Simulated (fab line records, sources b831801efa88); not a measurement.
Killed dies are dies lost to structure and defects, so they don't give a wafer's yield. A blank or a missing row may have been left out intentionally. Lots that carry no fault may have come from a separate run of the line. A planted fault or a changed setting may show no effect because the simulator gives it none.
Chamber matching    flow gf180mcu    GF_CONTACT_CMP_04 on cmp-01 has 4 sister chambers
The step polishes SiO2. 8 wafers are shown with their chamber, then 7 later ones without.

## WAFERS, EACH WITH ITS CHAMBER
wafer   chamber  motor current A (A)  time to endpoint s (s)
L162.3  1        9.4                  110
L161.1  0        12.6                 99
L161.2  1        10.0                 112
L163.3  3        13.6                 112
L163.4  2        12.4                 123
L163.5  3        12.5                 126
L164.2  0        12.6                 93
L164.3  2        12.4                 102

## WAFERS MISSING THEIR CHAMBER
wafer   motor current A (A)  time to endpoint s (s)
L164.4  10.0                 117
L173.5  9.6                  116
L174.4  12.3                 103
L174.5  13.1                 103
L176.1  13.1                 101
L176.2  9.9                  104
L176.3  12.7                 97

## CHAMBER TAKEN BY EACH
wafer   from the rows above           in truth
L164.4  1                             1
L173.5  1                             1
L174.4  can't be placed: 0 or 2 or 3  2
L174.5  can't be placed: 0 or 3 or 2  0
L176.1  can't be placed: 0 or 3 or 2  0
L176.2  1                             1
L176.3  can't be placed: 0 or 2       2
Correct placement for 3 of the 7. Cannot be placed on the basis of these rows: 4; the candidates contain the true chamber in 4. 0 placed wrongly.
How it was worked out, from the rows above alone: a wafer's distance from a chamber is the root of the sum, over the readings, of the square of ((its reading less the chamber's mean) divided by the reading's scatter). The wafer belongs to the nearest chamber; if the next one is less than 2 further off, it can't be placed. A chamber's mean is the mean of its shown wafers. The scatter: take each reading less its chamber's mean, square it, sum over the shown wafers, divide by the number of wafers less the number of chambers, and take the root.
